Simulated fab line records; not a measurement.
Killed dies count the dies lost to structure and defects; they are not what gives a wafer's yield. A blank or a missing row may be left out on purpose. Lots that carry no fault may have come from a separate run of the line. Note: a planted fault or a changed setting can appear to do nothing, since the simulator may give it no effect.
fab line records -- flow sky130
record lots=4, wafers=12, last-day=49
route steps=708 shown GATE_OXIDE@192 POLY_GATE@204 RES_PROTECT@206 LI_CONTACT@376 PAD_OPEN@708
lots that met no fault: taken from a fault-free run of the same line
start-h: start of the lot's first displayed wafer, in hours after the record's first day -- wait-h: hours from the lot's prior step to this one -- " repeats the value in the row above -- L1.1+2: several wafers, shown together as one row -- - no value, or no start given -- * or withheld: withheld -- < > ~ a bound
route shown NAME@n: NAME is a module with steps in the file, n the number in the route of the first one -- usual: average and standard deviation across the fault-free wafers -- same: alike in all rows -- chamber/n: place in a boat -- sites: the reading at each site -- _std_site: standard deviation across them -- _edge_site: outer sites' mean less inner sites' -- radius-mm: how far each site lies from the wafer's centre -- mask NAME#n: copy n -- behind: tool/chamber where the wafer was last shaped -- hold: the reason the lot was held/the length of the hold in hours/how it ended -- device: the transistor (n, p or np) that didn't switch -- end of line: tests of these same wafers at the route's end -- for a step that has no rows: nothing shown but its recipe -- killed: dies lost to structure and defects at the first sort, not the wafer's yield -- map: a wafer's dies, x killed, . not, _ none there
set.NAME: setting as actually run; set.NAME@STEP: the setting as run at that earlier step -- model.NAME: the simulator's own value behind a step, which no gauge read
a table for each step, a row for each wafer; lots at some steps of the route
services: a tool's chamber out of use, with start hour (start-h, from the record's first day; less than 0 if before it), hours out, and reason
## steps
# step SKY_GATE_OXIDE_COAT_05
# recipe resist=NOVOLAK, spin-rpm=3000, resist-thk-nm=1140
# step SKY_GATE_OXIDE_SOFTBAKE_06
# recipe temp-c=90.6, time-s=60, resist=NOVOLAK
# step SKY_GATE_OXIDE_EXPOSE_07
# recipe mask-id=LVOM, na=0.6, source-shape=conventional, sigma-outer=0.6, polarization=unpolarized, target-cd-nm=600, dose-mj=170
# step SKY_GATE_OXIDE_PEB_08
# recipe temp-c=withheld, time-s=*, resist=NOVOLAK
# step SKY_GATE_OXIDE_DEVELOP_09
# recipe resist=NOVOLAK, developer=TMAH, develop-time-s=60, dev-temp-c=23
# step SKY_GATE_OXIDE_IMPLANT_11
# recipe species=B, energy-kev=10, dose-cm2=2.55e+12, tilt-deg=withheld
# step SKY_GATE_OXIDE_WET_ETCH_12
# recipe chemistry=dHF, target-depth-nm=16.8, dry=n2-spin, target=SiO2, dilution=100:1, temp-c=25, time-s=336
# step SKY_GATE_OXIDE_STRIP_13
# recipe chemistry=O2/N2, power-w=1400, pressure-mtorr=1500, platen-temp-c=withheld, o2-flow-sccm=3000, n2-flow-sccm=300, overash-fraction=0.5
# step SKY_GATE_OXIDE_CLEAN_15
# recipe chemistry=SC1/SC2, mix=1:4:20, temp-c=70, time-s=150, dry=n2-spin
# step SKY_GATE_OXIDE_OXIDATION_16
# recipe temp-c=800, ambient=O2, idle-temp-c=700, ramp-up-c-per-min=10, ramp-down-c-per-min=3, stabilise-s=600, purge-s=300, target-thk-a=35.7, ox-time-s=1915
# step SKY_POLY_GATE_CVD_00
# recipe material=poly-Si, target-thk-nm=180, temp-c=620, time-s=720, pressure-mtorr=200
# usual spike-tc-bottom-C=637.6/2.8, spike-tc-centre-C=620.8/1.6, spike-tc-lower-C=619.9/1.3, spike-tc-top-C=637.8/1.5, spike-tc-upper-C=620.3/1, susceptor-temp-C=619.97/0.27, zone-power-lower-pct=7.96/0.092, zone-power-top-pct=20.7/0.67, zone-power-upper-pct=9.18/0.27
lot.wafer,tool,chamber,start-h,wait-h,spike-tc-bottom-C,spike-tc-centre-C,spike-tc-lower-C,spike-tc-top-C,spike-tc-upper-C,susceptor-temp-C,zone-power-lower-pct,zone-power-top-pct,zone-power-upper-pct,model.poly-Si_of_POLY_GATE_CVD_00.thk-nm
L888.3,lpcvd-01,1,301.64,0.0,635.7,623.5,618.1,636.8,618.8,620.20,8.00,21.2,9.44,178.5
L888.5,lpcvd-01,1,301.64,0.0,635.5,622.9,620.0,635.6,620.7,620.30,7.90,21.3,9.35,177
L888.6,lpcvd-01,1,301.64,0.0,635.0,622.5,621.6,637.1,620.6,620.13,7.97,21.5,9.37,178.2
L893.1,lpcvd-01,0,346.87,0.0,640.8,618.7,618.6,639.0,620.6,619.96,8.06,20.1,8.93,180.4
L893.5,lpcvd-01,0,346.87,0.0,638.5,620.6,622.1,640.5,620.1,619.91,7.96,19.6,9.01,182.4
L893.6,lpcvd-01,0,346.87,0.0,642.1,618.0,620.9,641.2,621.9,619.67,8.06,19.8,8.98,183.2
L907.1,lpcvd-01,0,474.32,0.0,619.4,597.3,599.3,617.1,596.7,597.27,7.53,18.8,8.28,106.5
L907.2,lpcvd-01,0,474.32,0.0,617.9,595.0,597.7,616.7,598.4,597.23,7.50,19.0,8.27,106.1
L907.6,lpcvd-01,0,474.32,0.0,616.7,595.9,598.0,616.2,597.7,596.96,7.46,18.7,8.29,106.6
L908.3,lpcvd-01,0,478.30,0.0,618.8,595.1,597.4,615.2,598.7,597.38,7.40,18.8,8.33,106.7
L908.4,lpcvd-01,0,478.30,0.0,618.4,598.0,598.2,616.4,597.8,596.98,7.40,19.0,8.38,107.2
L908.6,lpcvd-01,0,478.30,0.0,616.0,598.2,598.0,615.6,596.3,597.22,7.46,18.8,8.24,107.5
# step SKY_POLY_GATE_THK_MEAS_01
# recipe reads=poly-Si_of_POLY_GATE_CVD_00
# usual POLY_GATE_CVD_00_THK=180.6/1.7
lot.wafer,tool,chamber,start-h,wait-h,POLY_GATE_CVD_00_THK[nm]
L888.3,film-metro-02,-,302.86,0.0,178.4
L888.5,film-metro-02,-,302.86,0.0,177.1
L888.6,film-metro-02,-,302.86,0.0,178.2
L893.1,film-metro-04,-,348.07,0.0,180.4
L893.5,film-metro-04,-,348.07,0.0,182.5
L893.6,film-metro-04,-,348.07,0.0,183.3
L907.1,film-metro-02,-,476.12,0.0,106.5
L907.2,film-metro-02,-,476.12,0.0,106.1
L907.6,film-metro-02,-,476.12,0.0,106.6
L908.3,film-metro-04,-,480.12,0.0,106.7
L908.4,film-metro-04,-,480.12,0.0,107.2
L908.6,film-metro-04,-,480.12,0.0,107.5
# step SKY_RES_PROTECT_DEHYDRATE_00
# recipe temp-c=200, time-s=60
# step SKY_RES_PROTECT_HMDS_01
# recipe prime-time-s=60, prime-temp-c=120
# step SKY_RES_PROTECT_COAT_02
# recipe resist=NOVOLAK, spin-rpm=3000, resist-thk-nm=1140
# step SKY_RES_PROTECT_SOFTBAKE_03
# recipe temp-c=90, time-s=60, resist=NOVOLAK
# step SKY_RES_PROTECT_EXPOSE_04
# recipe mask-id=RPM, na=0.6, source-shape=conventional, sigma-outer=0.6, polarization=unpolarized, target-cd-nm=1270, dose-mj=131
# step SKY_RES_PROTECT_PEB_05
# recipe temp-c=withheld, time-s=*, resist=NOVOLAK
# step SKY_RES_PROTECT_DEVELOP_06
# recipe resist=NOVOLAK, developer=TMAH, develop-time-s=60, dev-temp-c=23
# step SKY_POLY_GATE_IMPLANT_02
# recipe species=P, energy-kev=30, dose-cm2=7.7e+15, tilt-deg=0
# step SKY_RES_PROTECT_STRIP_07
# recipe chemistry=O2/N2, power-w=1400, pressure-mtorr=1500, platen-temp-c=withheld, o2-flow-sccm=3000, n2-flow-sccm=300, overash-fraction=0.5
# step SKY_RES_PROTECT_CLEAN_09
# recipe chemistry=SC1/SC2, mix=1:4:20, temp-c=70, time-s=150, dry=n2-spin
lot.wafer,tool,chamber,start-h,wait-h,model.poly-Si_of_POLY_GATE_CVD_00.thk-nm
L888.3,wet-bench-02,1,328.95,0.0,177.8
L888.5,wet-bench-02,1,328.95,0.0,176.3
L888.6,wet-bench-02,1,328.95,0.0,177.6
L893.1,wet-bench-04,1,375.86,0.1,179.8
L893.5,wet-bench-04,1,375.86,0.1,181.7
L893.6,wet-bench-04,1,375.86,0.1,182.6
L907.1+6,wet-bench-03,2,506.15,0.1,105.9
L907.2,wet-bench-03,2,506.15,0.1,105.5
L908.3,wet-bench-04,3,510.80,0.0,106.1
L908.4,wet-bench-04,3,510.80,0.0,106.6
L908.6,wet-bench-04,3,510.80,0.0,106.8
# step SKY_POLY_GATE_CVD_03
# recipe material=Si3N4, precursor=DCS/NH3, target-thk-nm=75, temp-c=770, time-s=1290, pressure-mtorr=250
# step SKY_POLY_GATE_DEHYDRATE_05
# recipe temp-c=200, time-s=60
# step SKY_POLY_GATE_HMDS_06
# recipe prime-time-s=60, prime-temp-c=120
# step SKY_POLY_GATE_COAT_07
# recipe resist=BARC, temp-c=withheld, time-s=withheld, spin-rpm=3000, resist-thk-nm=110
# step SKY_POLY_GATE_COAT_08
# recipe resist=KrF-thick, spin-rpm=3000, resist-thk-nm=450
# step SKY_POLY_GATE_SOFTBAKE_09
# recipe temp-c=100, time-s=90, resist=KrF-thick
# step SKY_POLY_GATE_EXPOSE_10
# recipe mask-id=P1M, na=0.68, source-shape=conventional, sigma-outer=0.6, target-cd-nm=150, dose-mj=28
# step SKY_POLY_GATE_PEB_11
# recipe peb-temp-c=withheld, peb-time-s=withheld, resist=KrF-thick
# step SKY_POLY_GATE_DEVELOP_12
# recipe develop-time-s=60, resist=KrF-thick, dev-temp-c=21
# step SKY_POLY_GATE_ETCH_15
# recipe chemistry=N2/H2, target=BARC, ion-energy-ev=200, source-w=500, bias-w=100, pressure-mtorr=30, n2-flow-sccm=100, h2-flow-sccm=200, stop-on=SiO2, time-s=118.5, target-depth-a=1100
# step SKY_POLY_GATE_ETCH_16
# recipe stop-on=poly-Si, chemistry=CH3F/O2, target=Si3N4, source-w=400, bias-w=76.98, pressure-mtorr=25, ch3f-flow-sccm=40, O2_flow_sccm=30, time-s=147.5, target-depth-a=750
# step SKY_POLY_GATE_ETCH_17
# recipe target-depth-nm=180, stop-on=SiO2, over-etch-frac=0.56667, chemistry=HBr/Cl2, target=poly-Si, icp-w=400, bias-w=100, pressure-mtorr=10, HBr_flow_sccm=150, Cl2_flow_sccm=50, time-s=70.5
# usual drypump-motor-current-A=5.4/0.41, oes-product-au=0.988/0.0069, rf-fwd-power-W=397.1/1.3, throttle-valve-pct=33.686/0.01
lot.wafer,tool,chamber,start-h,wait-h,drypump-motor-current-A,oes-product-au,rf-fwd-power-W,rf-hours-counter-h,throttle-valve-pct,model.etch.depth-nm,model.POLY_GATE.feature-depth-nm
L888.3,rie-si-02,1,357.92,0.0,5.0,0.977,397.9,6,33.689,177.6,177.6
L888.5,rie-si-02,1,357.92,0.0,5.0,0.971,396.0,-,33.693,176.3,176.3
L888.6,rie-si-02,2,357.92,0.0,5.7,0.984,397.3,-,33.681,177.6,177.6
L893.1,rie-si-02,1,407.02,0.0,5.0,0.990,396.3,6,33.689,179.8,179.8
L893.5,rie-si-02,1,407.02,0.0,5.0,0.989,396.3,-,33.691,179,179
L893.6,rie-si-02,0,407.02,0.0,5.7,0.990,399.9,-,33.696,180.3,180.3
L907.1,rie-si-01,1,538.53,0.0,5.5,0.703,396.6,3,33.679,105.9,105.9
L907.2,rie-si-01,2,538.53,0.0,5.1,0.693,396.6,42,33.680,105.5,105.5
L907.6,rie-si-01,2,538.53,0.0,5.1,0.696,396.1,-,33.691,105.9,105.9
L908.3,rie-si-02,0,542.82,0.0,5.7,0.698,395.8,0,33.675,106.1,106.1
L908.4,rie-si-02,1,542.82,0.0,5.0,0.703,396.8,7,33.673,106.6,106.6
L908.6,rie-si-02,1,542.82,0.0,4.9,0.702,398.1,-,33.683,106.8,106.8
# step SKY_POLY_GATE_STRIP_18
# recipe chemistry=O2/N2, power-w=1400, pressure-mtorr=1500, platen-temp-c=withheld, o2-flow-sccm=3000, n2-flow-sccm=300, overash-fraction=0.5
# step SKY_POLY_GATE_CLEAN_19
# recipe chemistry=SC1/SC2, mix=1:4:20, temp-c=70, time-s=150, dry=n2-spin
# step SKY_LI_CONTACT_ETCH_14
# recipe chemistry=N2/H2, target=BARC, ion-energy-ev=200, source-w=500, bias-w=100, pressure-mtorr=30, n2-flow-sccm=100, h2-flow-sccm=200, stop-on=SiO2, time-s=45.9, target-depth-a=600
# usual drypump-motor-current-A=5.7/0.39, oes-product-au=0.854/0.0043, rf-fwd-power-W=495.1/1.9, throttle-valve-pct=13.227/0.0094
lot.wafer,tool,chamber,start-h,wait-h,drypump-motor-current-A,oes-product-au,rf-fwd-power-W,rf-hours-counter-h,throttle-valve-pct,model.LI_CONTACT.cd-nm
L888.3,rie-diel-02,1,662.63,0.0,6.2,0.852,492.9,6,13.222,169.3
L888.5,rie-diel-02,2,662.63,0.0,5.9,0.857,497.9,-,13.223,170.3
L888.6,rie-diel-02,1,662.63,0.0,6.2,0.851,495.1,-,13.238,168.7
L893.1,rie-diel-04,1,710.05,0.0,5.4,0.857,494.0,5,13.235,167.4
L893.5,rie-diel-04,1,710.05,0.0,5.4,0.845,493.7,-,13.226,166.9
L893.6,rie-diel-04,0,710.05,0.0,5.4,0.854,494.1,-,13.237,168
L907.1,rie-diel-02,0,825.03,0.0,6.3,0.861,494.8,6,13.242,175.2
L907.2,rie-diel-02,3,825.03,0.0,6.3,0.849,496.6,8,13.237,175.1
L907.6,rie-diel-02,2,825.03,0.0,5.9,0.859,495.5,-,13.230,174.4
L908.3,rie-diel-04,0,829.99,0.0,5.5,0.855,494.1,14,13.217,167.5
L908.4,rie-diel-04,1,829.99,0.0,5.4,0.857,499.0,7,13.222,167.3
L908.6,rie-diel-04,1,829.99,0.0,5.4,0.853,496.8,-,13.227,167.5
# step SKY_LI_CONTACT_ETCH_15
# recipe target=PSG, chemistry=C4F8/O2/Ar, stop-on=Si, taper-deg=4.15, mask-material=KrF-thick, source-w=1500, bias-w=1200, pressure-mtorr=40, c4f8-flow-sccm=withheld, O2_flow_sccm=6, Ar_flow_sccm=300, time-s=withheld, target-depth-a=6000
# usual oes-product-au=0.836/0.0042, rf-fwd-power-W=1493/5
lot.wafer,tool,chamber,start-h,wait-h,oes-product-au,rf-fwd-power-W,model.LI_CONTACT.cd-nm
L888.3,rie-diel-02,1,662.68,0.0,0.836,1497,169.8
L888.5,rie-diel-02,2,662.68,0.0,0.841,1497,171.3
L888.6,rie-diel-02,1,662.68,0.0,0.832,1503,169.5
L893.1,rie-diel-04,1,710.09,0.0,0.841,1497,167.1
L893.5,rie-diel-04,1,710.09,0.0,0.840,1489,166.9
L893.6,rie-diel-04,0,710.09,0.0,0.834,1492,168.2
L907.1,rie-diel-02,0,825.07,0.0,0.834,1496,175.7
L907.2,rie-diel-02,3,825.07,0.0,0.828,1496,175.5
L907.6,rie-diel-02,2,825.07,0.0,0.835,1488,174.9
L908.3,rie-diel-04,0,830.03,0.0,0.845,1490,166.8
L908.4,rie-diel-04,1,830.03,0.0,0.834,1497,166.3
L908.6,rie-diel-04,1,830.03,0.0,0.836,1495,166.7
# step SKY_PAD_OPEN_PROBE_99
# usual killed_at_M0_to_M3=44/7.6, killed_at_M4_up=3.2/1.7, killed-at-contacts=24/5.7, killed-at-front-end=16/3.9, killed-at-other=0.2/0.45, killed-dies=87/9.5, killed-on-rim=17/3.9, killed-open=47/6.9, killed-short=40/5.8
# same gross-dies=492, killed-at-back-side=0
lot.wafer,tool,chamber,start-h,wait-h,killed_at_M0_to_M3,killed_at_M4_up,killed-at-contacts,killed-at-front-end,killed-at-other,killed-dies,killed-on-rim,killed-open,killed-short,model.etest.pfet_01v8.r-on-ohm-um,model.etest.res-high-po.line-ohm-um,model.etest.tip-p.rs-ohm-sq,model.etest.res-poly.line-ohm-um,model.etest.tip-sonos.rs-ohm-sq,model.etest.res-high-po.rs-ohm-sq,model.etest.res-pwde-under-gate.rs-ohm-sq,model.etest.nfet_01v8_lvt.drive-ua-um
L888.3,prober-02,-,1061.82,0.2,32,1,30,10,1,74,14,38,36,2836,744.8,6787,522.8,2633,258.8,6223,572.4
L888.5,prober-02,-,1061.92,0.2,29,1,36,13,0,79,12,36,43,2824,732.8,6783,525.5,2650,255.2,6220,584.2
L888.6,prober-02,-,1061.97,0.2,52,1,25,16,0,94,24,41,53,2795,730.7,6799,524.9,2644,254.7,6284,593.5
L893.1,prober-02,-,1099.53,0.1,35,1,31,19,0,86,16,42,44,2845,749.3,6724,521.3,2662,264.1,6104,571.2
L893.5,prober-02,-,1099.73,0.2,34,4,24,20,1,83,14,45,38,2909,734.8,6720,502.4,2636,260.8,6125,566.8
L893.6,prober-02,-,1099.78,0.2,36,2,23,20,0,81,10,43,38,2809,743.4,6743,523,2631,259.6,6125,585
L907.1,prober-02,-,1181.85,0.1,43,1,24,12,0,80,15,42,38,3162,1168,7020,805.1,2448,415.5,6103,611.2
L907.2,prober-02,-,1181.90,0.1,37,2,26,18,0,83,14,45,38,3179,1192,7075,853.8,2425,417.5,6198,618.8
L907.6,prober-02,-,1182.10,0.2,38,3,21,17,0,79,19,40,39,3129,1164,7040,844.5,2421,411.4,6130,620.1
L908.3,prober-01,-,1184.61,0.2,51,2,27,16,1,97,17,54,43,3504,1139,7297,864.9,2548,394.1,6485,659
L908.4,prober-01,-,1184.66,0.2,38,2,40,16,0,96,13,56,40,3420,1122,7257,829,2570,388.9,6447,654.2
L908.6,prober-01,-,1184.76,0.2,39,2,19,15,0,75,13,38,37,3338,1153,7214,885.2,2548,392.4,6488,663.9
# killed by level:class
L888.3 CONTACT:geometric-particle:open=11 VIA1:geometric-particle:open=9 CONTACT:geometric-particle:short=8 LI_CONTACT:geometric-particle:open=6 VIA2:geometric-particle:short=5 VIA3:geometric-particle:open=5 POLY_GATE:geometric-particle:short=4 LOCAL_INTERCONNECT:geometric-particle:short=4
L888.5 CONTACT:geometric-particle:open=12 CONTACT:geometric-particle:short=10 LOCAL_INTERCONNECT:geometric-particle:short=7 VIA1:geometric-particle:open=6 VIA3:geometric-particle:open=6 LI_CONTACT:geometric-particle:open=5 FIELD_ISO:geometric-particle:short=4 METAL2:geometric-particle:short=4
L888.6 METAL2:geometric-particle:short=11 VIA3:geometric-particle:open=8 LOCAL_INTERCONNECT:geometric-particle:short=7 CONTACT:geometric-particle:short=7 CONTACT:geometric-particle:open=7 VIA1:geometric-particle:open=7 VIA1:geometric-particle:short=7 VIA2:geometric-particle:open=6
L893.1 CONTACT:geometric-particle:open=12 LI_CONTACT:geometric-particle:open=11 METAL1:geometric-particle:short=8 POLY_GATE:geometric-particle:short=7 CONTACT:geometric-particle:short=5 VIA1:geometric-particle:open=5 VIA1:geometric-particle:short=5 METAL2:geometric-particle:short=5
L893.5 CONTACT:geometric-particle:open=8 VIA3:geometric-particle:open=8 VIA2:geometric-particle:open=7 VIA1:geometric-particle:open=6 FIELD_ISO:geometric-particle:short=5 POLY_GATE:geometric-particle:open=5 LI_CONTACT:geometric-particle:open=5 CONTACT:geometric-particle:short=5
L893.6 VIA2:geometric-particle:open=9 POLY_GATE:geometric-particle:short=8 CONTACT:geometric-particle:short=7 POLY_GATE:geometric-particle:open=6 LI_CONTACT:geometric-particle:open=6 CONTACT:geometric-particle:open=6 VIA1:geometric-particle:short=6 VIA1:geometric-particle:open=6
L907.1 VIA1:geometric-particle:open=9 CONTACT:geometric-particle:open=8 METAL1:geometric-particle:short=8 METAL2:geometric-particle:short=6 VIA2:geometric-particle:open=6 LI_CONTACT:geometric-particle:open=5 LOCAL_INTERCONNECT:geometric-particle:short=5 POLY_GATE:geometric-particle:short=4
L907.2 CONTACT:geometric-particle:open=9 VIA1:geometric-particle:open=9 LI_CONTACT:geometric-particle:open=7 METAL1:geometric-particle:short=6 VIA3:geometric-particle:open=6 POLY_GATE:geometric-particle:short=5 POLY_GATE:geometric-particle:open=5 METAL2:geometric-particle:short=4
L907.6 METAL2:geometric-particle:short=9 CONTACT:geometric-particle:open=7 VIA3:geometric-particle:open=6 FIELD_ISO:geometric-particle:short=5 LI_CONTACT:geometric-particle:open=5 LI_CONTACT:geometric-particle:short=4 METAL1:geometric-particle:short=4 VIA1:geometric-particle:open=4
L908.3 VIA1:geometric-particle:open=17 LI_CONTACT:geometric-particle:open=13 VIA3:geometric-particle:open=8 CONTACT:geometric-particle:short=6 VIA1:geometric-particle:short=6 METAL1:geometric-particle:short=6 CONTACT:geometric-particle:open=5 VIA3:geometric-particle:short=5
L908.4 CONTACT:geometric-particle:open=17 VIA1:geometric-particle:open=10 CONTACT:geometric-particle:short=8 LI_CONTACT:geometric-particle:open=6 VIA3:geometric-particle:open=6 LOCAL_INTERCONNECT:geometric-particle:short=6 METAL1:geometric-particle:short=5 FIELD_ISO:geometric-particle:open=4
L908.6 VIA1:geometric-particle:open=7 VIA1:geometric-particle:short=7 VIA2:geometric-particle:open=7 CONTACT:geometric-particle:short=5 CONTACT:geometric-particle:open=5 METAL1:geometric-particle:short=5 FIELD_ISO:geometric-particle:short=4 FIELD_ISO:geometric-particle:open=4
## services
tool,chamber,start-h,hours,kind
lpcvd-01,-,310.65,2.8,repair
rie-diel-04,3,311.71,25.1,repair
rie-diel-02,-,350.56,2.8,pm
rie-si-02,3,353.18,8.9,repair
rie-diel-02,3,374.66,3.9,repair
rie-diel-04,3,379.26,5.6,repair
rie-si-02,-,389.31,2.8,pm
rie-diel-02,0,411.84,6.3,repair
rie-diel-02,2,420.07,9.1,repair
rie-diel-02,3,426.77,9.7,repair
rie-si-02,-,445.90,4.3,pm
rie-diel-04,3,504.98,2.6,repair
rie-diel-04,-,507.72,14.6,pm
rie-diel-04,3,636.51,15.5,repair
rie-diel-04,2,668.38,1.2,repair
rie-diel-04,0,673.86,2.6,repair
lpcvd-01,-,687.61,28.1,pm
rie-diel-02,2,713.40,3.0,repair
rie-diel-04,0,725.30,13.0,repair
rie-diel-02,3,728.82,6.1,repair
lpcvd-01,-,738.69,1.2,repair
rie-diel-02,-,772.53,3.1,repair
lpcvd-01,-,808.60,1.1,repair
rie-diel-04,0,812.70,7.5,repair
## key
first-sign step=SKY_POLY_GATE_CVD_00, reading=susceptor-temp-C, direction=down, sigmas=83, usual=*, struck=*
effect step=SKY_POLY_GATE_CVD_00, reading=spike-tc-upper-C, direction=down, sigmas=23, usual=620.3, struck=597.6
effect step=SKY_POLY_GATE_THK_MEAS_01, reading=POLY_GATE_CVD_00_THK, direction=down, sigmas=44, usual=180.6, struck=106.8
effect step=SKY_POLY_GATE_ETCH_17, reading=oes-product-au, direction=down, sigmas=42, usual=0.988, struck=0.699
model-effect step=SKY_POLY_GATE_CVD_00, value=poly-Si_of_POLY_GATE_CVD_00.thk-nm, without=182.7, struck=106.8
model-effect step=SKY_RES_PROTECT_CLEAN_09, value=poly-Si_of_POLY_GATE_CVD_00.thk-nm, without=182.1, struck=106.1
model-effect step=SKY_POLY_GATE_ETCH_17, value=etch.depth-nm, without=180.3, struck=106.1
model-effect step=SKY_LI_CONTACT_ETCH_14, value=LI_CONTACT.cd-nm, without=168.5, struck=171.2
model-effect step=SKY_LI_CONTACT_ETCH_15, value=LI_CONTACT.cd-nm, without=168.3, struck=171
model-effect step=SKY_PAD_OPEN_PROBE_99, value=etest.pfet_01v8.r-on-ohm-um, without=2840, struck=3289
met-at SKY_POLY_GATE_CVD_00
struck-wafers L907.1,L907.2,L907.6,L908.3,L908.4,L908.6
tester-left-out L907,L908
loop-trim step=SKY_LI_CONTACT_EXPOSE_09, setting=dose, lots=L907
onset-between 346.87 474.32
fault kind=process-parameter-drift, tool=lpcvd-01, chamber=-, onset-h=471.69, steps=SKY_POLY_GATE_CVD_00, channel=temp-c, offset=*, shape=step, end-h=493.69, stated=*
# tester-left-out: of these lots the tester's yield and bins aren't shown, on N5 and GAA mostly nor the transistor test; their killed dies are dies lost to structure and defects alone, not to doping, threshold or leakage, so they don't give the yield
# loop-trim: a control loop set the setting to another value than it would have without faults
